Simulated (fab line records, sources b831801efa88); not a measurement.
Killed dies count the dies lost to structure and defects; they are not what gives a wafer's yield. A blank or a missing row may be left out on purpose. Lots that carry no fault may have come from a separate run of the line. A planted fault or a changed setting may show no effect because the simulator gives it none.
fab line records | flow sky130
record: lots: 13 wafers: 39 last_day: 50
route steps=708 shown FIELD_ISO@18 VT_ADJUST_LVTN@115 SONOS_TUNNEL@161 POLY_GATE@228
lots that met no fault: taken from a fault-free run of the same line
start_h: hours from the record's opening day to when the first of the lot's shown wafers began | wait_h: hours since the lot's step before | " unchanged from the row above | L1.1+2: several wafers, shown together as one row | - value missing, or start not given | * or withheld: withheld | < > ~ a bound
route shown NAME@n: names a module that has steps shown in the file, with the first one's number in the route | usual: mean/standard deviation taken from wafers without a fault | same: alike in all rows | chamber/n: place in a boat | sites: each site's reading | _std_site: standard deviation across them | _edge_site: inner sites' mean taken away from outer sites' mean | radius_mm: for every site, how far away it sits from the centre of the wafer | mask NAME#n: copy n | behind: the last tool/chamber to shape the wafer | hold: why the lot was held/for how many hours/how that ended | device: whichever transistor did not switch (one of n, p or np) | end of line: at the end of the route, the tests of the same wafers | a step without rows: its recipe alone | killed: dies that structure and defects cost at the first sort, which is not the same as the wafer's yield | map: per-die view of a wafer (x killed, . not killed, _ where there is no die)
set.NAME: the setting the step ran with; set.NAME@STEP: the setting that earlier step ran with | model.NAME: the simulator's own value behind a step, which no gauge read
a sample of lots followed through the steps of the route, with each step as a table and each wafer as a row
services: when a tool's chamber went out of use (start_h, in hours from the record's first day, below 0 if earlier), for how many hours, and the reason
== steps ==
step: SKY_FIELD_ISO_ETCH_17
recipe: target_depth_a: 3420 mask_material: Si3N4 chemistry: HBr/Cl2/O2 target: Si taper_deg: 5 icp_w: 600 bias_w: 150 pressure_mtorr: 15 HBr_flow_sccm: 150 Cl2_flow_sccm: 40 O2_flow_sccm: 6 time_s: 97.7
usual: chamber_pressure_mTorr: 15.000/0.013 drypump_motor_current_A: 5.9/0.51 mfc_cl2_sccm: 39.99/0.13 oes_product_au: 1.000/0.011 run_length_s: 126.2/0.4 throttle_valve_pct: 25.657/0.012
columns lot.wafer tool chamber start_h wait_h chamber_pressure_mTorr drypump_motor_current_A mfc_cl2_sccm oes_product_au rf_hours_counter_h run_length_s throttle_valve_pct
L855.1 rie_si-02 1 37.41 0.1 15.003 6.0 40.03 1.010 24 126.2 25.663
L855.2 " 2 " " 15.015 5.7 39.80 0.994 3 126.8 25.637
L855.5 " 2 " " 15.009 5.6 40.02 0.990 - 126.6 25.687
L856.2 rie_si-01 2 37.64 0.1 14.983 5.1 40.13 1.010 55 126.6 25.647
L856.3 " 1 " " 15.002 5.6 39.89 1.020 114 126.2 25.637
L856.6 " 1 " " 15.008 5.5 39.99 1.009 - 126.3 25.644
L858.1 rie_si-01 3 46.27 0.1 15.005 5.8 39.86 0.991 56 125.8 25.661
L858.2 " 2 " " 14.992 5.1 39.98 1.012 55 127.1 25.638
L858.3 " 1 " " 15.019 5.5 40.13 1.009 115 126.8 25.648
L859.2 rie_si-02 3 50.04 0.1 15.007 6.7 40.03 0.995 11 125.6 25.662
L859.4 " 2 " " 15.028 5.7 40.20 0.988 3 126.4 25.678
L859.5 " 0 " " 15.008 6.6 40.22 0.989 - 126.2 25.658
L860.2 rie_si-01 1 55.25 0.1 14.978 5.6 40.18 1.021 115 126.3 25.661
L860.3 " 0 " " 15.002 6.3 40.25 0.989 48 126.2 25.665
L860.5 " 2 " " 15.002 5.1 40.17 1.004 - 126.3 25.657
L862.2 rie_si-01 0 64.91 0.1 15.007 6.2 40.14 0.996 49 125.9 25.660
L862.4 " 3 " " 14.986 5.8 39.81 0.992 56 125.8 25.652
L862.5 " 0 " " 14.990 6.2 40.01 0.995 - 125.7 25.641
L866.4 rie_si-02 1 91.09 0.0 15.001 6.0 40.27 1.021 24 126.0 25.633
L866.5 " 3 " " 14.991 6.7 40.10 0.996 - 125.9 25.656
L866.6 " 0 " " 14.994 6.5 39.94 1.009 - 125.7 25.647
L867.2 rie_si-01 1 96.40 0.1 14.961 5.6 39.91 1.014 115 127.2 25.647
L867.4 " 3 " " 15.013 5.8 40.00 0.992 56 134.9 25.665
L867.5 " 3 " " 15.009 5.8 40.04 0.995 - 134.7 25.660
L872.4 rie_si-02 3 116.61 0.0 14.996 6.6 40.12 0.993 12 125.5 25.669
L872.5 " 1 " " 15.021 6.0 39.73 0.989 - 126.1 25.647
L872.6 " 2 " " 15.001 5.6 40.07 0.992 - 126.5 25.670
L873.3 rie_si-02 3 122.09 0.0 14.990 6.7 39.84 0.990 12 126.0 25.674
L873.4 " 1 " " 14.986 6.0 39.89 0.993 25 126.1 25.662
L873.6 " 3 " " 14.990 6.7 39.90 1.003 - 125.5 25.632
L874.1 rie_si-02 1 130.38 0.1 15.007 6.0 40.10 0.990 25 126.6 25.657
L874.4 " 3 " " 15.019 6.7 40.03 0.989 12 125.8 25.670
L874.5 " 2 " " 15.009 5.6 39.83 0.982 - 126.6 25.667
L876.3 rie_si-02 2 138.64 0.0 14.984 5.6 39.85 1.001 4 126.7 25.676
L876.4 " 0 " " 15.012 6.5 39.91 1.005 19 126.0 25.660
L876.5 " 2 " " 14.997 5.7 39.84 0.987 - 126.2 25.662
L877.1 rie_si-02 3 145.79 0.1 14.993 6.7 39.99 1.006 12 125.5 25.673
L877.3 " 0 " " 14.993 6.5 39.86 0.991 19 126.2 25.651
L877.4 " 2 " " 14.993 5.6 39.75 0.987 4 126.2 25.672
step: SKY_VT_ADJUST_LVTN_OVL_MEAS_18
usual: VT_ADJUST_LVTN_01_OVL: -2.0/1.4
columns lot.wafer tool chamber start_h wait_h VT_ADJUST_LVTN_01_OVL[nm]
L855.1 overlay-02 - 169.57 0.1 -0.3
L855.2 " - " " 0.2
L855.5 " - " " 0.0
L856.2 overlay-02 - 170.48 0.1 -1.0
L856.3 " - " " -2.5
L856.6 " - " " -2.7
L858.1 overlay-02 - 180.17 0.1 -3.3
L858.2 " - " " -4.2
L858.3 " - " " -2.4
L859.2 overlay-02 - 186.52 0.1 -4.0
L859.4 " - " " -3.5
L859.5 " - " " -2.5
L860.2 overlay-01 - 199.22 0.1 -3.5
L860.3 " - " " -2.7
L860.5 " - " " -3.1
L862.2 overlay-02 - 211.24 0.1 0.9
L862.4 " - " " 0.3
L862.5 " - " " 0.6
L866.4 overlay-01 - 237.31 0.1 -4.7
L866.5 " - " " -5.3
L866.6 " - " " -3.8
L867.2 overlay-01 - 250.24 0.1 -4.2
L867.4 " - " " -1.0
L867.5 " - " " -2.7
L872.4 overlay-02 - 274.76 0.1 -0.1
L872.5 " - " " -1.5
L872.6 " - " " -2.2
L873.3 overlay-01 - 283.22 0.1 -2.2
L873.4 " - " " -1.8
L873.6 " - " " 0.2
L874.1 overlay-02 - 289.96 0.1 -1.9
L874.4 " - " " -1.4
L874.5 " - " " 0.1
L876.3 overlay-02 - 300.77 0.1 -0.8
L876.4 " - " " -1.8
L876.5 " - " " -0.6
L877.1 overlay-02 - 309.61 0.1 -0.9
L877.3 " - " " -2.1
L877.4 " - " " -1.6
step: SKY_SONOS_TUNNEL_CD_MEAS_07
recipe: target_cd_nm: 410
usual: cd_nm: 410.7/1.9
columns lot.wafer tool chamber start_h wait_h cd_nm
L855.1 cd_sem-01 - 259.42 0.1 411.2
L855.2 " - " " 410.5
L855.5 " - " " 410.8
L856.2 cd_sem-02 - 260.21 0.1 409.5
L856.3 " - " " 410.9
L856.6 " - " " 410.6
L858.1 cd_sem-02 - 270.46 0.1 412.4
L858.2 " - " " 409.9
L858.3 " - " " 413.1
L859.2 cd_sem-01 - 276.81 0.1 412.4
L859.4 " - " " 414.5
L859.5 " - " " 413.5
L860.2 cd_sem-01 - 292.84 0.1 410.8
L860.3 " - " " 412.5
L860.5 " - " " 409.4
L862.2 cd_sem-01 - 304.84 0.1 410.9
L862.4 " - " " 411.3
L862.5 " - " " 413.1
L866.4 cd_sem-01 - 332.40 0.1 409.6
L866.5 " - " " 412.6
L866.6 " - " " 410.7
L867.2 cd_sem-01 - 348.49 0.1 413.8
L867.4 " - " " 412.9
L867.5 " - " " 413.5
L872.4 cd_sem-02 - 377.33 0.1 410.4
L872.5 " - " " 409.2
L872.6 " - " " 409.3
L873.3 cd_sem-01 - 385.95 0.1 410.3
L873.4 " - " " 410.1
L873.6 " - " " 406.7
L874.1 cd_sem-01 - 394.57 0.1 413.3
L874.4 " - " " 409.3
L874.5 " - " " 410.5
L876.3 cd_sem-02 - 408.98 0.2 409.3
L876.4 " - " " 408.1
L876.5 " - " " 409.9
L877.1 cd_sem-02 - 418.14 0.1 408.4
L877.3 " - " " 408.6
L877.4 " - " " 413.0
step: SKY_POLY_GATE_OVL_MEAS_14
usual: POLY_GATE_OVL: 0/5.9
columns lot.wafer tool chamber start_h wait_h POLY_GATE_OVL[nm]
L856.2 overlay-01 - 381.19 0.1 6
L856.3 " - " " 6
L856.6 " - " " 8
L855.1 overlay-02 - 381.19 0.1 7
L855.2 " - " " 5
L855.5 " - " " 9
L858.1 overlay-01 - 399.23 0.1 -13
L858.2 " - " " -12
L858.3 " - " " -15
L859.2 overlay-01 - 407.69 0.1 9
L859.4 " - " " 9
L859.5 " - " " 6
L860.2 overlay-02 - 425.79 0.1 4
L860.3 " - " " 7
L860.5 " - " " 1
L862.2 overlay-01 - 433.59 0.1 4
L862.4 " - " " 1
L862.5 " - " " 7
L866.4 overlay-02 - 466.35 0.1 6
L866.5 " - " " -7
L866.6 " - " " 2
L867.2 overlay-01 - 477.64 0.1 -3
L867.4 " - " " -3
L867.5 " - " " 4
L872.4 overlay-02 - 514.36 0.1 -2
L872.5 " - " " -3
L872.6 " - " " -6
L873.3 overlay-01 - 521.74 0.1 -3
L873.4 " - " " 1
L873.6 " - " " -7
L874.1 overlay-02 - 530.44 0.1 -3
L874.4 " - " " -8
L874.5 " - " " -2
L876.3 overlay-02 - 543.87 0.1 0
L876.4 " - " " 8
L876.5 " - " " -3
L877.1 overlay-02 - 549.23 0.1 -6
L877.3 " - " " -10
L877.4 " - " " -4
== services ==
columns tool chamber start_h hours kind
rie_si-02 0 44.57 1.9 repair
rie_si-01 - 106.89 0.1 repair
rie_si-01 2 122.69 2.1 repair
== key ==
first_sign: step: SKY_FIELD_ISO_ETCH_17 reading: run_length_s direction: up sigmas: 22 usual: * struck: *
effect none on later readings
met_at SKY_FIELD_ISO_ETCH_17
struck_lots L867
struck_wafers L867.4,L867.5
tester_left_out L867
not_acting_at SKY_VT_ADJUST_LVTN_OVL_MEAS_18,SKY_SONOS_TUNNEL_CD_MEAS_07,SKY_POLY_GATE_OVL_MEAS_14
onset_between 64.91 96.40
fault: kind: process_parameter_drift tool: rie_si-01 chamber: 3 onset_h: 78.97 steps: SKY_FIELD_ISO_ETCH_17 channel: time_s offset: * shape: step end_h: 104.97 acts_in: * stated: *
tester_left_out: of these lots the tester's yield and bins aren't shown, on N5 and GAA mostly nor the transistor test; their killed dies are dies lost to structure and defects alone, not to doping, threshold or leakage, so they don't give the yield
